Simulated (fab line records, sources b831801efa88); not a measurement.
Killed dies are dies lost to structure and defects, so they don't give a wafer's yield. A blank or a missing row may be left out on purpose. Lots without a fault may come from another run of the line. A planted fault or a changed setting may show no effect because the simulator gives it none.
One fault seen from 2 desks | flow sky130 | each desk has only its own numbers; what lay behind them comes last

THE TOOL OWNER'S DESK: implanter-02
The tool's own readings at SKY_LDD_HVN_IMPLANT_08: means of the sampled wafers that have a number, for each lot that ran on this tool. A lot is out of limits, marked OUT, if its mean lies more than 4 standard deviations from the usual mean; the brackets give that distance.
Columns: A = dose_ions_cm2 at SKY_LDD_HVN_IMPLANT_08, usual 3.001e+13; B = faraday_current_uA at SKY_LDD_HVN_IMPLANT_08, usual 168
lot  | first seen here | A                           | B
L282 | day 21 01:48    | 3.000e+13                   | 166
L287 | day 22 14:53    | 3.004e+13                   | 170
L288 | day 22 20:43    | 2.995e+13                   | 167
L296 | day 25 19:40    | 1.811e+13 (-99 or more) OUT | 100 (-18) OUT
L298 | day 26 09:59    | 1.809e+13 (-99 or more) OUT | 103 (-17) OUT
This desk's finding: out of limits on L296, L298; first on L296, day 25 19:40 (dose_ions_cm2 at SKY_LDD_HVN_IMPLANT_08). In limits: L282, L287, L288.

THE METROLOGY DESK
What the gauges read, lot by lot, whatever tool the lot ran on: means of the sampled wafers that have a number. A lot is out of limits, marked OUT, if its mean lies more than 4 standard deviations from the usual mean; the brackets give that distance.
Columns: A = cd_nm at SKY_POLY_GATE_CD_MEAS_22, usual 149.7 nm; B = LDD_P_OVL at SKY_LDD_P_OVL_MEAS_08, usual 0.4 nm; C = LDD_HVN_TW at SKY_LDD_HVN_TW_MEAS_10, usual 1456; D = LDD_HVP_OVL at SKY_LDD_HVP_OVL_MEAS_07, usual 0.0 nm
lot  | first seen here | A     | B    | C              | D
L281 | day 17 01:34    | 147.4 | -0.5 | 1460           | 1.0
L282 | day 17 04:12    | 152.1 | -0.2 | 1457           | -3.1
L283 | day 17 08:17    | 149.7 | -0.6 | 1463           | -1.4
L284 | day 17 14:47    | 151.1 | 0.7  | 1455           | 2.5
L285 | day 17 17:34    | 146.4 | -0.2 | 1460           | -0.6
L287 | day 18 16:56    | 149.1 | 2.2  | 1448           | -0.5
L288 | day 18 22:24    | 146.4 | 0.9  | 1456           | -1.4
L289 | day 19 07:37    | 149.0 | 0.8  | 1443           | 0.5
L290 | day 19 20:04    | 151.4 | 0.2  | 1460           | 0.1
L292 | day 20 23:20    | 151.9 | -0.4 | 1463           | -2.3
L296 | day 21 23:41    | 147.1 | 0.6  | 1239 (-27) OUT | 0.4
L298 | day 22 14:51    | 151.5 | 1.3  | 1246 (-27) OUT | -0.9
L304 | day 24 21:14    | 150.5 | -0.4 | 1455           | 0.8
This desk's finding: out of limits on L296, L298; first on L296, day 25 19:55 (LDD_HVN_TW at SKY_LDD_HVN_TW_MEAS_10). In limits: L281, L282, L283, L284, L285, L287, L288, L289, L290, L292, L304.

PUT TOGETHER
The tool owner's desk could have raised an alarm at day 25 19:40, on L296, L298.
The metrology desk could have raised an alarm at day 25 19:55, on L296, L298.
Of the lots named, all ran SKY_LDD_HVN_IMPLANT_08 on implanter-02.

WHAT THE SIMULATOR HAD PUT IN
Process parameter drift: implanter-02, from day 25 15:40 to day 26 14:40, at SKY_LDD_HVN_IMPLANT_08. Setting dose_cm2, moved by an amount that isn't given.
Lots struck among those shown: L296, L298.
Hours from the fault's start to each desk's first reading out of limits: the tool owner's desk, 4; the metrology desk, 4.
